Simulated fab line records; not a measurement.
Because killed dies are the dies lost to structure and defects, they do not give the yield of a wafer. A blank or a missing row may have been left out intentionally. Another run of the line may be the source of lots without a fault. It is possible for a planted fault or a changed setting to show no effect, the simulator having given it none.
Matching of chambers / flow sky130 / 4 sister chambers for SKY_CONTACT_CMP_27 on cmp-02
The step polishes, stops on SiO2, t overpolish 15 s, target thk 0 nm. 18 wafers are shown with their chamber, then 9 later ones without.

== WAFERS PAIRED WITH THEIR CHAMBERS ==
wafer=L812.3; chamber=3; motorCurrentA (A)=10.8; overpolishRunS (s)=15.003; timeToEndpointS (s)=84
wafer=L812.4; chamber=1; motorCurrentA (A)=9.9; overpolishRunS (s)=15.008; timeToEndpointS (s)=86
wafer=L812.5; chamber=0; motorCurrentA (A)=10.9; overpolishRunS (s)=15.001; timeToEndpointS (s)=80
wafer=L821.1; chamber=1; motorCurrentA (A)=10.1; overpolishRunS (s)=15.008; timeToEndpointS (s)=85
wafer=L821.4; chamber=3; motorCurrentA (A)=10.7; overpolishRunS (s)=14.989; timeToEndpointS (s)=83
wafer=L821.6; chamber=0; motorCurrentA (A)=11.2; overpolishRunS (s)=15.004; timeToEndpointS (s)=81
wafer=L822.2; chamber=1; motorCurrentA (A)=9.8; overpolishRunS (s)=14.982; timeToEndpointS (s)=77
wafer=L822.3; chamber=3; motorCurrentA (A)=11.2; overpolishRunS (s)=15.003; timeToEndpointS (s)=77
wafer=L822.4; chamber=2; motorCurrentA (A)=12.3; overpolishRunS (s)=15.001; timeToEndpointS (s)=76
wafer=L826.1; chamber=2; motorCurrentA (A)=11.7; overpolishRunS (s)=15.005; timeToEndpointS (s)=84
wafer=L826.2; chamber=3; motorCurrentA (A)=10.9; overpolishRunS (s)=14.991; timeToEndpointS (s)=78
wafer=L826.5; chamber=0; motorCurrentA (A)=10.5; overpolishRunS (s)=15.013; timeToEndpointS (s)=82
wafer=L828.1; chamber=3; motorCurrentA (A)=11.3; overpolishRunS (s)=14.994; timeToEndpointS (s)=79
wafer=L828.4; chamber=0; motorCurrentA (A)=10.8; overpolishRunS (s)=15.007; timeToEndpointS (s)=81
wafer=L828.5; chamber=2; motorCurrentA (A)=12.1; overpolishRunS (s)=15.022; timeToEndpointS (s)=83
wafer=L830.1; chamber=2; motorCurrentA (A)=12.3; overpolishRunS (s)=15.003; timeToEndpointS (s)=84
wafer=L830.3; chamber=3; motorCurrentA (A)=10.7; overpolishRunS (s)=14.991; timeToEndpointS (s)=82
wafer=L830.6; chamber=0; motorCurrentA (A)=10.9; overpolishRunS (s)=14.997; timeToEndpointS (s)=79

SIGNATURES (means of the wafers above)
reading=motorCurrentA; chamber 0=10.860; chamber 1=9.933; chamber 2=12.100; chamber 3=10.933; scatter within a chamber=0.25
reading=overpolishRunS; chamber 0=15.00440; chamber 1=14.99933; chamber 2=15.00775; chamber 3=14.99517; scatter within a chamber=0.00876
reading=timeToEndpointS; chamber 0=80.60; chamber 1=82.67; chamber 2=81.75; chamber 3=80.50; scatter within a chamber=3.16
Rule: for each reading, subtract the chamber's mean from the wafer's reading, divide by that reading's scatter and square the result; add these up over the readings and take the root, which gives the wafer's distance from the chamber. If the next closest chamber is less than 2 further off than the closest, the wafer can't be placed; otherwise it belongs to the closest. How the scatter is found: for the shown wafers, subtract from each reading the mean of its chamber, square and add these, divide the total by (wafers less chambers), then take the root.

== WAFERS WITH NO CHAMBER GIVEN ==
wafer=L831.1; motorCurrentA (A)=11.5; overpolishRunS (s)=15.011; timeToEndpointS (s)=83
wafer=L831.3; motorCurrentA (A)=12.8; overpolishRunS (s)=14.992; timeToEndpointS (s)=83
wafer=L831.6; motorCurrentA (A)=11.0; overpolishRunS (s)=14.994; timeToEndpointS (s)=81
wafer=L832.1; motorCurrentA (A)=12.5; overpolishRunS (s)=14.994; timeToEndpointS (s)=89
wafer=L832.4; motorCurrentA (A)=11.1; overpolishRunS (s)=14.998; timeToEndpointS (s)=75
wafer=L832.6; motorCurrentA (A)=9.9; overpolishRunS (s)=14.992; timeToEndpointS (s)=81
wafer=L833.1; motorCurrentA (A)=10.7; overpolishRunS (s)=15.011; timeToEndpointS (s)=80
wafer=L833.3; motorCurrentA (A)=11.8; overpolishRunS (s)=14.996; timeToEndpointS (s)=83
wafer=L833.6; motorCurrentA (A)=11.1; overpolishRunS (s)=15.000; timeToEndpointS (s)=83

== THE CHAMBER EACH PASSED THROUGH ==
wafer=L831.1; from the rows above=can't be placed: 2 or 0 or 3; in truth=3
wafer=L831.3; from the rows above=2; in truth=2
wafer=L831.6; from the rows above=can't be placed: 3 or 0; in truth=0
wafer=L832.1; from the rows above=2; in truth=2
wafer=L832.4; from the rows above=can't be placed: 3 or 0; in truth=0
wafer=L832.6; from the rows above=1; in truth=1
wafer=L833.1; from the rows above=can't be placed: 0 or 3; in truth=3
wafer=L833.3; from the rows above=can't be placed: 2 or 3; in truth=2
wafer=L833.6; from the rows above=can't be placed: 3 or 0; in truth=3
Placed correctly: 3 of 9. Cannot be placed on the basis of these rows: 6; the candidates contain the true chamber in 6. Number placed wrongly: 0.
